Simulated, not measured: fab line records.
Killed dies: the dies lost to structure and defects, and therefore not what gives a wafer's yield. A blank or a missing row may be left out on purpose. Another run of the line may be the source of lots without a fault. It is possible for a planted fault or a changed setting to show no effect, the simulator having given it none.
Commonality check across tools -- flow gf180mcu -- Sampled: 11 lots, 39 wafers

== WHY IT WAS OPENED ==
At GF_V4_THK_MEAS_03 the reading V4_CVD_02_THK is flagged on 2 of 11 lots. Wafers without a fault read 848 nm, standard deviation 13.
Rule: a lot is flagged in two cases, either no wafer of it has a number, or all its wafers with numbers fall more than 4 standard deviations from that mean. All remaining lots are regarded as sound.

lot,measured,on,"V4_CVD_02_THK (nm), wafer by wafer",flag
L479,day 23 20:10,film-metro-04,842 865 851,
L480,day 24 04:44,film-metro-04,821 846 849,
L481,day 24 18:26,film-metro-04,858 867 843,
L482,day 25 04:48,film-metro-01,837 845 835,
L485,day 25 20:40,film-metro-02,836 844 851,
L487,day 26 12:26,film-metro-01,843 866 862,
L490,day 27 13:50,film-metro-04,877 874 854,
L493,day 28 08:38,film-metro-04,761 767 778 761 768 779,FLAGGED
L494,day 28 19:40,film-metro-04,836 833 846,
L497,day 29 18:50,film-metro-01,752 768 774 752 768 774,FLAGGED
L500,day 30 08:40,film-metro-02,829 831 856,
Average over the flagged lots: 767 nm; offset from the usual -81 nm, equal to -6 standard deviations.

== WHICH TOOL EACH LOT WENT THROUGH ==
Before the reading, the record contains 4 process steps out of a 602-step route. In each cell: the tool, then ch and the chambers that the sampled wafers went through, then the start.
lot,flag,GF_V3_STRIP_18,GF_V3_SPUTTER_21,GF_V3_CVD_23,GF_V4_CVD_02
L479,,"plasma-asher-03 ch 1, day 22 18:52","pvd-sputter-03, day 22 19:24","cvd-w-02 ch 0,1, day 22 19:30","pecvd-02 ch 0,2, day 23 20:05"
L480,,"plasma-asher-02 ch 0,1, day 23 03:49","pvd-sputter-04, day 23 04:21","cvd-w-01 ch 0,1, day 23 04:27","pecvd-01 ch 1,2, day 24 04:40"
L481,,"plasma-asher-04 ch 0,1, day 23 17:53","pvd-sputter-03, day 23 18:28","cvd-w-02 ch 0,1, day 23 18:34","pecvd-01 ch 0,1,2, day 24 18:22"
L482,,"plasma-asher-02 ch 0,1, day 24 04:03","pvd-sputter-01, day 24 04:37","cvd-w-01 ch 0,1, day 24 04:43","pecvd-02 ch 1,2, day 25 04:44"
L485,,"plasma-asher-02 ch 0,1, day 24 20:14","pvd-sputter-04, day 24 20:44","cvd-w-01 ch 0,1, day 24 20:53","pecvd-02 ch 0,1, day 25 20:34"
L487,,"plasma-asher-03 ch 0,1, day 25 12:58","pvd-sputter-04, day 25 13:37","cvd-w-02 ch 0, day 25 13:43","pecvd-01 ch 0,1,2, day 26 12:22"
L490,,"plasma-asher-02 ch 0,1, day 26 14:50","pvd-sputter-04, day 26 15:20","cvd-w-01 ch 0,1, day 26 15:29","pecvd-01 ch 0,1,2, day 27 13:46"
L493,FLAGGED,"plasma-asher-04 ch 0,1, day 27 09:53","pvd-sputter-04, day 27 10:25","cvd-w-01 ch 0,1, day 27 10:34","pecvd-02 ch 0,1,2, day 28 08:33"
L494,,"plasma-asher-03 ch 0,1, day 27 21:40","pvd-sputter-03, day 27 22:12","cvd-w-01 ch 0,1, day 27 22:18","pecvd-04 ch 0,1,2, day 28 19:35"
L497,FLAGGED,"plasma-asher-03 ch 0,1, day 28 21:11","pvd-sputter-01, day 28 21:44","cvd-w-01 ch 0,1, day 28 21:50","pecvd-02 ch 0,2, day 29 18:46"
L500,,"plasma-asher-03 ch 1, day 29 11:27","pvd-sputter-03, day 29 12:01","cvd-w-01 ch 0,1, day 29 12:07","pecvd-04 ch 0,1,2, day 30 08:35"
What is done by these steps:
- GF_V3_STRIP_18: strips in O2/N2.
- GF_V3_SPUTTER_21: material Ti, target thk 15 nm, time 80.02 s.
- GF_V3_CVD_23: deposits W, target thk 350 nm, time 104.9 s.
- GF_V4_CVD_02: deposits SiO2 from TEOS, target thk 850 nm, time 94.851 s.
- GF_V4_THK_MEAS_03

== FLAGGED AGAINST TOTAL, ONE TOOL AT A TIME (gauges that did the reading follow at the end) ==
step,tool,lots run,flagged,share of the flagged lots,sound lots run after its first flagged lot
GF_V3_STRIP_18,plasma-asher-02,4,0,none,-
GF_V3_STRIP_18,plasma-asher-03,5,1,some,1 (L500)
GF_V3_STRIP_18,plasma-asher-04,2,1,some,0
GF_V3_SPUTTER_21,pvd-sputter-01,2,1,some,0
GF_V3_SPUTTER_21,pvd-sputter-03,4,0,none,-
GF_V3_SPUTTER_21,pvd-sputter-04,5,1,some,0
GF_V3_CVD_23,cvd-w-01,8,2,all,"2 (L494,L500)"
GF_V3_CVD_23,cvd-w-02,3,0,none,-
GF_V4_CVD_02,pecvd-01,4,0,none,-
GF_V4_CVD_02,pecvd-02,5,2,all,0
GF_V4_CVD_02,pecvd-04,2,0,none,-
GF_V4_THK_MEAS_03,film-metro-01,3,1,some,0
GF_V4_THK_MEAS_03,film-metro-02,2,0,none,-
GF_V4_THK_MEAS_03,film-metro-04,6,1,some,1 (L494)

== WHAT THE TABLE PERMITS ==
2 rows of the table ran every flagged lot: cvd-w-01 at GF_V3_CVD_23, pecvd-02 at GF_V4_CVD_02.
- cvd-w-01 at GF_V3_CVD_23: 2 of its 8 lots flagged. Lots that were sound ran on it after the first flagged one (L494, L500); a persistent fault on the entire tool would not allow that.
- pecvd-02 at GF_V4_CVD_02: 2 of its 5 lots flagged. It ran its last sound lot, L485, at day 25 20:34 and its first flagged lot, L493, at day 28 08:33: a fault with its onset between the two fits.
One tool is left: pecvd-02 at GF_V4_CVD_02.

== WHAT HAD BEEN PUT IN BY THE SIMULATOR ==
Site profile drift: pecvd-02, from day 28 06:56 on, at GF_V4_CVD_02. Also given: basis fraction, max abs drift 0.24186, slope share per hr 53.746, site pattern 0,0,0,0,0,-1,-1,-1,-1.
Shown lots that were struck: L493, L497. The same result came from the rule above.
